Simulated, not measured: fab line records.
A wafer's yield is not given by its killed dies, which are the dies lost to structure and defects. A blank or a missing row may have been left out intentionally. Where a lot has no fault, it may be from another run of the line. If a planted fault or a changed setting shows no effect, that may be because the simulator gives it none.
What tool caused it? :: flow sky130 :: 11 lots, 33 wafers sampled, at 5 steps of a route of 708

## WHAT THE GAUGES READ, wafer by wafer
The record lacks any reading of a measuring or inspecting step that a usual standard deviation could be used to judge.

## EACH LOT AND THE TOOL THAT RAN IT (in order: tool; ch and the chambers of the sampled wafers; start)
lot: L311
SKY_METAL3_STRIP_19: plasma_asher-02 ch 0,1, day 38 12:44
SKY_METAL4_DESCUM_15: rie_metal-02 ch 0,1, day 41 17:04
SKY_METAL4_METAL_ETCH_18: rie_metal-01 ch 0,1, day 41 17:13
SKY_VIA4_CVD_18: cvd_w-01 ch 0,1, day 42 17:52
SKY_PAD_OPEN_PROBE_99: -

lot: L314
SKY_METAL3_STRIP_19: plasma_asher-03 ch 0,1, day 39 06:53
SKY_METAL4_DESCUM_15: rie_metal-02 ch 0,1, day 42 11:07
SKY_METAL4_METAL_ETCH_18: rie_metal-04 ch 0,1, day 42 11:19
SKY_VIA4_CVD_18: cvd_w-01 ch 0,1, day 43 11:44
SKY_PAD_OPEN_PROBE_99: -

lot: L316
SKY_METAL3_STRIP_19: plasma_asher-03 ch 0,1, day 40 13:44
SKY_METAL4_DESCUM_15: rie_metal-02 ch 0,1, day 43 16:13
SKY_METAL4_METAL_ETCH_18: rie_metal-01 ch 0, day 43 16:22
SKY_VIA4_CVD_18: cvd_w-02 ch 0,1, day 44 16:56
SKY_PAD_OPEN_PROBE_99: -

lot: L317
SKY_METAL3_STRIP_19: plasma_asher-03 ch 0,1, day 41 00:53
SKY_METAL4_DESCUM_15: -
SKY_METAL4_METAL_ETCH_18: -
SKY_VIA4_CVD_18: -
SKY_PAD_OPEN_PROBE_99: prober-01, day 47 20:54

lot: L319
SKY_METAL3_STRIP_19: plasma_asher-03 ch 0,1, day 41 06:20
SKY_METAL4_DESCUM_15: -
SKY_METAL4_METAL_ETCH_18: -
SKY_VIA4_CVD_18: -
SKY_PAD_OPEN_PROBE_99: prober-02, day 47 23:28

lot: L324
SKY_METAL3_STRIP_19: plasma_asher-04 ch 0,1, day 42 17:56
SKY_METAL4_DESCUM_15: rie_metal-01 ch 0,1, day 45 15:40
SKY_METAL4_METAL_ETCH_18: rie_metal-02 ch 0,1, day 45 15:52
SKY_VIA4_CVD_18: cvd_w-02 ch 0,1, day 46 14:53
SKY_PAD_OPEN_PROBE_99: -

lot: L326
SKY_METAL3_STRIP_19: plasma_asher-04 ch 0,1, day 43 15:01
SKY_METAL4_DESCUM_15: rie_metal-04 ch 0,1, day 46 11:41
SKY_METAL4_METAL_ETCH_18: rie_metal-01 ch 0,1, day 46 11:52
SKY_VIA4_CVD_18: cvd_w-02 ch 0,1, day 47 10:05
SKY_PAD_OPEN_PROBE_99: -

lot: L331
SKY_METAL3_STRIP_19: plasma_asher-03 ch 0,1, day 44 05:04
SKY_METAL4_DESCUM_15: rie_metal-02 ch 1, day 46 23:50
SKY_METAL4_METAL_ETCH_18: rie_metal-01 ch 0,1, day 47 00:14
SKY_VIA4_CVD_18: cvd_w-01 ch 0,1, day 47 22:37
SKY_PAD_OPEN_PROBE_99: -

lot: L332
SKY_METAL3_STRIP_19: plasma_asher-03 ch 0,1, day 44 08:13
SKY_METAL4_DESCUM_15: rie_metal-04 ch 0,1, day 47 02:35
SKY_METAL4_METAL_ETCH_18: rie_metal-01 ch 0,1, day 47 02:44
SKY_VIA4_CVD_18: cvd_w-01 ch 1, day 48 00:14
SKY_PAD_OPEN_PROBE_99: -

lot: L333
SKY_METAL3_STRIP_19: plasma_asher-03 ch 0,1, day 45 00:59
SKY_METAL4_DESCUM_15: rie_metal-04 ch 0,1, day 47 17:52
SKY_METAL4_METAL_ETCH_18: rie_metal-01 ch 0,1, day 47 18:01
SKY_VIA4_CVD_18: cvd_w-02 ch 0,1, day 48 15:18
SKY_PAD_OPEN_PROBE_99: -

lot: L334
SKY_METAL3_STRIP_19: plasma_asher-03 ch 0,1, day 45 04:32
SKY_METAL4_DESCUM_15: rie_metal-04 ch 0,1, day 47 21:37
SKY_METAL4_METAL_ETCH_18: rie_metal-02 ch 0,1, day 47 21:46
SKY_VIA4_CVD_18: cvd_w-02 ch 0,1, day 48 18:34
SKY_PAD_OPEN_PROBE_99: -
- SKY_METAL3_STRIP_19: strips in O2/N2.
- SKY_METAL4_DESCUM_15: chemistry O2, time 8 s.
- SKY_METAL4_METAL_ETCH_18: etches the open film in Cl2/BCl3, stops on SiO2, target depth 845 nm, time 183.1 s.
- SKY_VIA4_CVD_18: deposits W, target thk 505 nm, time 152.14 s.
- SKY_PAD_OPEN_PROBE_99

## AS READ BY THE TOOLS THEMSELVES (means over the sampled wafers that have a number; for cases with no such wafer, the mark the record gives instead)
SKY_METAL3_STRIP_19.
lot: L311
tool: plasma_asher-02
chamber_pressure_mTorr (mTorr): 1499.5
drypump_motor_current_A (A): 5.1
oes_product_au (a.u.): 0.500
strip_time_to_endpoint_s (s): 6.52

lot: L314
tool: plasma_asher-03
chamber_pressure_mTorr (mTorr): 1499.6
drypump_motor_current_A (A): 6.1
oes_product_au (a.u.): 0.502
strip_time_to_endpoint_s (s): 6.59

lot: L316
tool: plasma_asher-03
chamber_pressure_mTorr (mTorr): 1498.8
drypump_motor_current_A (A): 5.7
oes_product_au (a.u.): 0.498
strip_time_to_endpoint_s (s): 6.36

lot: L317
tool: plasma_asher-03
chamber_pressure_mTorr (mTorr): -
drypump_motor_current_A (A): -
oes_product_au (a.u.): -
strip_time_to_endpoint_s (s): -

lot: L319
tool: plasma_asher-03
chamber_pressure_mTorr (mTorr): -
drypump_motor_current_A (A): -
oes_product_au (a.u.): -
strip_time_to_endpoint_s (s): -

lot: L324
tool: plasma_asher-04
chamber_pressure_mTorr (mTorr): 1500.4
drypump_motor_current_A (A): 5.7
oes_product_au (a.u.): 0.490
strip_time_to_endpoint_s (s): 6.38

lot: L326
tool: plasma_asher-04
chamber_pressure_mTorr (mTorr): 1501.2
drypump_motor_current_A (A): 5.7
oes_product_au (a.u.): 0.502
strip_time_to_endpoint_s (s): 6.55

lot: L331
tool: plasma_asher-03
chamber_pressure_mTorr (mTorr): 1499.1
drypump_motor_current_A (A): 5.7
oes_product_au (a.u.): 0.493
strip_time_to_endpoint_s (s): 6.42

lot: L332
tool: plasma_asher-03
chamber_pressure_mTorr (mTorr): 1499.2
drypump_motor_current_A (A): 6.1
oes_product_au (a.u.): 0.502
strip_time_to_endpoint_s (s): 6.54

lot: L333
tool: plasma_asher-03
chamber_pressure_mTorr (mTorr): 1501.0
drypump_motor_current_A (A): 5.7
oes_product_au (a.u.): 0.498
strip_time_to_endpoint_s (s): 6.50

lot: L334
tool: plasma_asher-03
chamber_pressure_mTorr (mTorr): 1501.0
drypump_motor_current_A (A): 5.7
oes_product_au (a.u.): 0.510
strip_time_to_endpoint_s (s): 6.61

SKY_METAL4_DESCUM_15.
lot: L311
tool: rie_metal-02
drypump_motor_current_A (A): 6.5
he_backside_leak_sccm (sccm): 3.07
oes_product_au (a.u.): 1.007

lot: L314
tool: rie_metal-02
drypump_motor_current_A (A): 6.4
he_backside_leak_sccm (sccm): 3.05
oes_product_au (a.u.): 1.018

lot: L316
tool: rie_metal-02
drypump_motor_current_A (A): 6.5
he_backside_leak_sccm (sccm): 3.18
oes_product_au (a.u.): 1.016

lot: L324
tool: rie_metal-01
drypump_motor_current_A (A): 6.0
he_backside_leak_sccm (sccm): 3.16
oes_product_au (a.u.): 1.001

lot: L326
tool: rie_metal-04
drypump_motor_current_A (A): 6.0
he_backside_leak_sccm (sccm): 3.68
oes_product_au (a.u.): 1.011

lot: L331
tool: rie_metal-02
drypump_motor_current_A (A): 6.6
he_backside_leak_sccm (sccm): 3.23
oes_product_au (a.u.): 1.002

lot: L332
tool: rie_metal-04
drypump_motor_current_A (A): 6.0
he_backside_leak_sccm (sccm): 3.47
oes_product_au (a.u.): 1.013

lot: L333
tool: rie_metal-04
drypump_motor_current_A (A): 6.3
he_backside_leak_sccm (sccm): 3.50
oes_product_au (a.u.): 1.008

lot: L334
tool: rie_metal-04
drypump_motor_current_A (A): 6.0
he_backside_leak_sccm (sccm): 3.19
oes_product_au (a.u.): 1.013

SKY_METAL4_METAL_ETCH_18.
lot: L311
tool: rie_metal-01
drypump_motor_current_A (A): 6.16
he_backside_leak_sccm (sccm): 3.48
oes_product_au (a.u.): 0.867
throttle_valve_pct (%): 22.262

lot: L314
tool: rie_metal-04
drypump_motor_current_A (A): 5.96
he_backside_leak_sccm (sccm): 3.47
oes_product_au (a.u.): 0.864
throttle_valve_pct (%): 22.276

lot: L316
tool: rie_metal-01
drypump_motor_current_A (A): 6.25
he_backside_leak_sccm (sccm): 3.73
oes_product_au (a.u.): 0.863
throttle_valve_pct (%): 22.266

lot: L324
tool: rie_metal-02
drypump_motor_current_A (A): 6.34
he_backside_leak_sccm (sccm): 2.94
oes_product_au (a.u.): 0.867
throttle_valve_pct (%): 22.263

lot: L326
tool: rie_metal-01
drypump_motor_current_A (A): 6.04
he_backside_leak_sccm (sccm): 3.36
oes_product_au (a.u.): 0.872
throttle_valve_pct (%): 22.270

lot: L331
tool: rie_metal-01
drypump_motor_current_A (A): 6.12
he_backside_leak_sccm (sccm): 3.64
oes_product_au (a.u.): 0.862
throttle_valve_pct (%): 22.270

lot: L332
tool: rie_metal-01
drypump_motor_current_A (A): 6.13
he_backside_leak_sccm (sccm): 3.45
oes_product_au (a.u.): 0.867
throttle_valve_pct (%): 22.265

lot: L333
tool: rie_metal-01
drypump_motor_current_A (A): 6.13
he_backside_leak_sccm (sccm): 3.51
oes_product_au (a.u.): 0.864
throttle_valve_pct (%): 22.263

lot: L334
tool: rie_metal-02
drypump_motor_current_A (A): 6.45
he_backside_leak_sccm (sccm): 3.19
oes_product_au (a.u.): 0.867
throttle_valve_pct (%): 22.260

SKY_VIA4_CVD_18.
lot: L311
tool: cvd_w-01
chamber_pressure_Torr (Torr): 39.95
heater_power_w (W): 897

lot: L314
tool: cvd_w-01
chamber_pressure_Torr (Torr): 40.10
heater_power_w (W): 906

lot: L316
tool: cvd_w-02
chamber_pressure_Torr (Torr): 39.95
heater_power_w (W): 908

lot: L324
tool: cvd_w-02
chamber_pressure_Torr (Torr): 40.01
heater_power_w (W): 926

lot: L326
tool: cvd_w-02
chamber_pressure_Torr (Torr): 40.01
heater_power_w (W): 910

lot: L331
tool: cvd_w-01
chamber_pressure_Torr (Torr): 39.97
heater_power_w (W): 947

lot: L332
tool: cvd_w-01
chamber_pressure_Torr (Torr): 39.86
heater_power_w (W): 892

lot: L333
tool: cvd_w-02
chamber_pressure_Torr (Torr): 39.93
heater_power_w (W): 912

lot: L334
tool: cvd_w-02
chamber_pressure_Torr (Torr): 39.91
heater_power_w (W): 905

SKY_PAD_OPEN_PROBE_99.
lot: L317
tool: prober-01
defect_limited_yield (%): 0.0
killed_at_M0_to_M3: 455
killed_at_M4_up: 5.3
killed_at_contacts: 21
killed_at_front_end: 10
killed_at_other: 0.3
killed_dies: 492
killed_on_rim: 96
killed_open: 44
killed_short: 40
sort_bin_3_pad_short (%): 1.1
sort_bin_5_function (%): 92.4
sort_bin_6_memory (%): 6.5
sort_n_pass: 0
sort_yield_pct (%): 0.0

lot: L319
tool: prober-02
defect_limited_yield (%): 0.0
killed_at_M0_to_M3: 456
killed_at_M4_up: 2.7
killed_at_contacts: 20
killed_at_front_end: 13
killed_at_other: 0.3
killed_dies: 492
killed_on_rim: 96
killed_open: 43
killed_short: 38
sort_bin_3_pad_short (%): 1.1
sort_bin_5_function (%): 91.7
sort_bin_6_memory (%): 7.2
sort_n_pass: 0
sort_yield_pct (%): 0.0

## THE ANSWER, worked out from the rows above alone
Rule: the lots themselves supply what counts as usual. The widest of any qualifying gaps counts: lots, ordered by their means at a reading, are off when they make up no more than a third of the lots, leave a main group of 4 or more, and stand apart from it by 3 or more times the standard deviation of that group's means. If all means in a main group match to the digits the tables above print for the reading, that group is not used. A lot without any number at a reading at which 4 lots or more have one is off too. The other lots that the step has rows for count as sound. After the gauges, taken in route order, come the tools' own readings; for these a lot's mean is taken, as printed above. At the first step where some lot is off, the reading lying furthest off is the one used; lots without a number count as furthest.
Off: L317, L319, at SKY_METAL3_STRIP_19 (chamber_pressure_mTorr). Without a number there: L317, L319. Mean 1500.0 mTorr and standard deviation 0.88 in the main group.
A tool fits if, at that step or a process step before it, it ran every lot that is off, and no sound lot after the first of them. No candidate that was tried fits.

## WHAT THE SIMULATOR HAD INSERTED
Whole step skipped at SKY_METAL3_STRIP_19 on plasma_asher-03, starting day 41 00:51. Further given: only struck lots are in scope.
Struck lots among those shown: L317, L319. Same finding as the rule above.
